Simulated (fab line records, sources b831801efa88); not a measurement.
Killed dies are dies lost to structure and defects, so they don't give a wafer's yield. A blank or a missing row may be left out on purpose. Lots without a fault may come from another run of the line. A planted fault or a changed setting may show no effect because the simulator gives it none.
Chamber matching | flow sky130 | SKY_VIA2_ETCH_15 on rie_diel-02: 4 sister chambers
The step etches SiO2 in C4F8/O2/Ar, stops on TiN, target depth 546 nm, time 84 s. 8 wafers are shown with their chamber, then 7 later ones without.

WAFERS WITH THEIR CHAMBER
wafer  | chamber | run_length_s (s) | oes_product_au (a.u.)
L933.2 | 3       | 112.8            | 0.937
L934.1 | 0       | 111.8            | 0.942
L935.6 | 1       | 111.9            | 0.935
L936.6 | 1       | 112.0            | 0.943
L937.2 | 2       | 112.8            | 0.942
L937.3 | 3       | 112.7            | 0.949
L937.4 | 0       | 111.9            | 0.938
L939.3 | 2       | 112.7            | 0.940

WAFERS WITHOUT THEIR CHAMBER
wafer  | run_length_s (s) | oes_product_au (a.u.)
L939.4 | 112.6            | 0.936
L939.5 | 112.9            | 0.939
L941.4 | 113.1            | 0.945
L941.5 | 112.7            | 0.938
L941.6 | 112.9            | 0.938
L944.5 | 112.6            | 0.934
L944.6 | 111.9            | 0.944

WHICH CHAMBER EACH WENT THROUGH
wafer  | from the rows above     | in truth
L939.4 | can't be placed: 2 or 3 | 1
L939.5 | can't be placed: 2 or 3 | 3
L941.4 | can't be placed: 3 or 2 | 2
L941.5 | can't be placed: 2 or 3 | 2
L941.6 | can't be placed: 2 or 3 | 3
L944.5 | can't be placed: 2 or 3 | 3
L944.6 | can't be placed: 0 or 1 | 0
Placed correctly: 0 of 7. Can't be placed from these rows: 7 (the true chamber is among the candidates in 6). Placed wrongly: 0.
How it was worked out, from the rows above alone: a wafer's distance from a chamber is the root of the sum, over the readings, of the square of ((its reading less the chamber's mean) divided by the reading's scatter). The wafer belongs to the nearest chamber; if the next one is less than 2 further off, it can't be placed. A chamber's mean is the mean of its shown wafers. The scatter: the root of (the sum of the squares of (reading less its chamber's mean) over the shown wafers, divided by (wafers less chambers)).
